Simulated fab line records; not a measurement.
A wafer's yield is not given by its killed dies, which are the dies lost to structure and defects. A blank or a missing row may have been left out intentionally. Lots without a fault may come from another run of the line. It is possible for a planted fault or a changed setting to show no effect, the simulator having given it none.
The tool behind it: which one? ; flow gf180mcu ; 24 lots with 72 wafers sampled at 5 steps, on a route of 602 steps

== WHAT EACH GAUGE READ, for each wafer ==
GF_V4_RS_MEAS_24: a four-point-probe measurement.
lot;measured;on;V4_W_RS (ohm/sq)
L074;day 24 18:58;film metro-03;0.3279 0.3315 0.3309
L075;day 25 04:01;film metro-04;0.3276 0.3204 0.3259
L076;day 25 12:10;film metro-04;0.3256 0.3261 0.3268
L077;day 25 12:32;film metro-03;0.3263 0.3244 0.3227
L078;day 26 04:39;film metro-04;0.3270 0.3266 0.3239
L079;day 26 06:57;film metro-02;0.3244 0.3268 0.3263
L080;day 26 18:10;film metro-04;0.3263 0.3241 0.3271
L081;day 27 02:07;film metro-02;0.3288 0.3276 0.3287
L082;day 27 06:31;film metro-03;0.3244 0.3291 0.3301
L083;day 27 09:34;film metro-03;0.3305 0.3280 0.3305
L084;day 27 22:14;film metro-04;0.3319 0.3309 0.3235
L085;day 28 03:08;film metro-04;0.3278 0.3299 0.3259
L086;day 28 10:25;film metro-04;0.3259 0.3257 0.3259
L087;day 28 15:59;film metro-03;0.3322 0.3279 0.3240
L088;day 29 01:53;film metro-02;0.3280 0.3283 0.3280
L089;day 29 11:49;film metro-04;0.3311 0.3297 0.3280
L090;day 29 21:26;film metro-04;0.3270 0.3272 0.3281
L091;day 29 23:28;film metro-02;0.3318 0.3282 0.3287
L092;day 30 03:54;film metro-04;0.3211 0.3241 0.3228
L093;day 30 13:57;film metro-03;0.3307 0.3318 0.3320
L094;day 30 15:10;film metro-03;0.3266 0.3260 0.3237
L095;day 30 21:17;film metro-03;0.3318 0.3267 0.3309
L096;day 31 15:15;film metro-03;0.3208 0.3225 0.3247
L097;day 31 16:01;film metro-03;0.3260 0.3255 0.3289

GF_V5_THK_MEAS_01.
lot;measured;on;V5_CVD_00_THK (nm)
L074;day 26 15:35;film metro-01;305 296 302
L075;day 27 00:00;film metro-03;295 302 301
L076;day 27 08:11;film metro-02;302 298 301
L077;day 27 08:04;film metro-02;298 299 299
L078;day 27 23:14;film metro-01;294 292 297
L079;day 28 01:20;film metro-01;306 304 297
L080;day 28 12:36;film metro-01;304 301 299
L081;day 29 01:05;film metro-01;298 303 292
L082;day 29 01:21;film metro-03;294 299 299
L083;day 29 02:30;film metro-01;295 300 299
L084;day 29 15:28;film metro-01;300 303 305
L085;day 29 18:58;film metro-01;302 301 300
L086;day 30 02:23;film metro-03;301 304 302
L087;day 30 07:22;film metro-02;296 296 295
L088;day 30 18:38;film metro-03;296 298 295
L089;day 31 02:53;film metro-02;297 292 292
L090;day 31 11:55;film metro-03;295 293 297
L091;day 31 13:17;film metro-02;299 301 297
L092;day 31 17:24;film metro-03;302 300 296
L093;day 32 03:34;film metro-01;301 299 303
L094;day 32 04:52;film metro-02;298 299 298
L095;day 32 10:24;film metro-02;302 299 300
L096;day 33 02:10;film metro-02;294 297 294
L097;day 33 03:08;film metro-03;305 308 298

GF_V5_CD_MEAS_14: the cd target is 260 nm.
lot;measured;on;cd nm (nm)
L074;day 27 12:20;cd sem-02;255.8 256.4 256.2
L075;day 27 20:32;cd sem-02;262.3 261.4 260.8
L076;day 28 04:54;cd sem-02;260.5 261.9 263.3
L077;day 28 04:34;cd sem-01;259.8 260.0 258.3
L078;day 28 19:40;cd sem-01;259.5 260.4 261.3
L079;day 28 21:57;cd sem-01;260.7 258.6 258.8
L080;day 29 08:01;cd sem-02;261.4 260.2 260.9
L081;day 29 20:14;cd sem-02;261.0 260.9 260.5
L082;day 29 21:03;cd sem-02;259.1 260.9 260.5
L083;day 29 22:25;cd sem-01;259.4 260.5 259.8
L084;day 30 10:28;cd sem-02;259.0 259.3 259.4
L085;day 30 13:46;cd sem-02;260.1 260.1 260.2
L086;day 30 21:48;cd sem-01;258.9 259.2 258.2
L087;day 31 01:39;cd sem-02;262.1 261.3 261.6
L088;day 31 13:15;cd sem-02;261.9 262.1 261.5
L089;day 31 21:05;cd sem-01;259.8 259.1 259.4
L090;day 32 05:29;cd sem-02;259.7 260.5 261.2
L091;day 32 06:58;cd sem-02;261.3 260.4 261.2
L092;day 32 10:50;cd sem-02;258.8 259.2 259.1
L093;day 32 20:44;cd sem-01;259.0 260.3 261.4
L094;day 32 22:00;cd sem-01;258.5 258.4 258.7
L095;day 33 03:12;cd sem-01;260.5 260.0 259.7
L096;day 33 18:00;cd sem-01;261.1 261.0 260.2
L097;day 33 19:34;cd sem-02;259.4 260.2 259.4

== EACH LOT AND THE TOOL THAT RAN IT (in order: tool; ch and the chambers of the sampled wafers; start) ==
lot;GF_MIM_SPUTTER_07;GF_MIM_SPUTTER_09
L074;pvd sputter-02, day 24 19:46;pvd sputter-02, day 24 19:50
L075;pvd sputter-01, day 25 04:50;pvd sputter-01, day 25 04:55
L076;pvd sputter-03, day 25 12:57;pvd sputter-03, day 25 13:01
L077;pvd sputter-03, day 25 13:20;pvd sputter-03, day 25 13:24
L078;pvd sputter-03, day 26 05:24;pvd sputter-03, day 26 05:28
L079;pvd sputter-03, day 26 07:44;pvd sputter-03, day 26 07:48
L080;pvd sputter-02, day 26 18:55;pvd sputter-02, day 26 18:59
L081;pvd sputter-02, day 27 02:53;pvd sputter-02, day 27 02:58
L082;pvd sputter-01, day 27 07:19;pvd sputter-01, day 27 07:22
L083;pvd sputter-01, day 27 10:18;pvd sputter-01, day 27 10:22
L084;pvd sputter-01, day 27 23:02;pvd sputter-01, day 27 23:07
L085;pvd sputter-02, day 28 03:55;pvd sputter-02, day 28 03:59
L086;pvd sputter-03, day 28 11:12;pvd sputter-03, day 28 11:16
L087;pvd sputter-02, day 28 16:46;pvd sputter-02, day 28 16:49
L088;pvd sputter-03, day 29 03:08;pvd sputter-03, day 29 03:11
L089;pvd sputter-02, day 29 12:35;pvd sputter-02, day 29 12:39
L090;pvd sputter-02, day 29 22:13;pvd sputter-02, day 29 22:17
L091;pvd sputter-02, day 30 00:13;pvd sputter-02, day 30 00:17
L092;pvd sputter-01, day 30 04:42;pvd sputter-01, day 30 04:46
L093;pvd sputter-02, day 30 14:47;pvd sputter-02, day 30 14:50
L094;pvd sputter-01, day 30 15:59;pvd sputter-01, day 30 16:02
L095;pvd sputter-03, day 30 22:03;pvd sputter-03, day 30 22:07
L096;pvd sputter-03, day 31 16:07;pvd sputter-03, day 31 16:11
L097;pvd sputter-03, day 31 16:48;pvd sputter-03, day 31 16:52
- GF_MIM_SPUTTER_07: material TiN, target thk 60 nm, time 50 s.
- GF_MIM_SPUTTER_09: material TiN, target thk 35 nm, time 29.2 s.

== AS READ BY THE TOOLS THEMSELVES (means over the sampled wafers that have a number; for cases with no such wafer, the mark the record gives instead) ==
GF_MIM_SPUTTER_07.
lot;tool;throttle valve pct (%)
L074;pvd sputter-02;30.2
L075;pvd sputter-01;30.4
L076;pvd sputter-03;30.9
L077;pvd sputter-03;30.4
L078;pvd sputter-03;30.2
L079;pvd sputter-03;30.7
L080;pvd sputter-02;30.0
L081;pvd sputter-02;29.9
L082;pvd sputter-01;29.4
L083;pvd sputter-01;30.5
L084;pvd sputter-01;30.2
L085;pvd sputter-02;30.0
L086;pvd sputter-03;31.0
L087;pvd sputter-02;30.1
L088;pvd sputter-03;30.4
L089;pvd sputter-02;30.2
L090;pvd sputter-02;30.6
L091;pvd sputter-02;29.5
L092;pvd sputter-01;29.8
L093;pvd sputter-02;30.2
L094;pvd sputter-01;30.4
L095;pvd sputter-03;30.6
L096;pvd sputter-03;30.6
L097;pvd sputter-03;30.6

GF_MIM_SPUTTER_09.
lot;tool;throttle valve pct (%)
L074;pvd sputter-02;30.1
L075;pvd sputter-01;30.3
L076;pvd sputter-03;31.0
L077;pvd sputter-03;30.4
L078;pvd sputter-03;30.3
L079;pvd sputter-03;30.5
L080;pvd sputter-02;30.0
L081;pvd sputter-02;30.0
L082;pvd sputter-01;29.7
L083;pvd sputter-01;30.3
L084;pvd sputter-01;30.3
L085;pvd sputter-02;29.9
L086;pvd sputter-03;30.8
L087;pvd sputter-02;29.8
L088;pvd sputter-03;30.2
L089;pvd sputter-02;30.0
L090;pvd sputter-02;30.5
L091;pvd sputter-02;29.6
L092;pvd sputter-01;29.8
L093;pvd sputter-02;30.5
L094;pvd sputter-01;30.3
L095;pvd sputter-03;30.6
L096;pvd sputter-03;30.5
L097;pvd sputter-03;30.3

== THE ANSWER, worked out from the rows above alone ==
Rule: the usual values come from the lots themselves. The widest of any qualifying gaps counts: lots, ordered by their means at a reading, are off when they make up no more than a third of the lots, leave a main group of 4 or more, and stand apart from it by 3 or more times the standard deviation of that group's means. The tables above print the reading to a certain number of digits; a main group whose means all agree to those digits is not used. A lot without any number at a reading at which 4 lots or more have one is off too. The other lots that the step has rows for count as sound. Order of review: gauges by route order, followed by the tools' own readings, for which a lot's mean as printed above is used. The first step at which some lot is off is used, and at that step the reading that is off furthest; a lot without a number counts as furthest.
No lot is off on any of the readings shown, so nothing can be concluded from this.

== WHAT THE SIMULATOR HAD PUT IN ==
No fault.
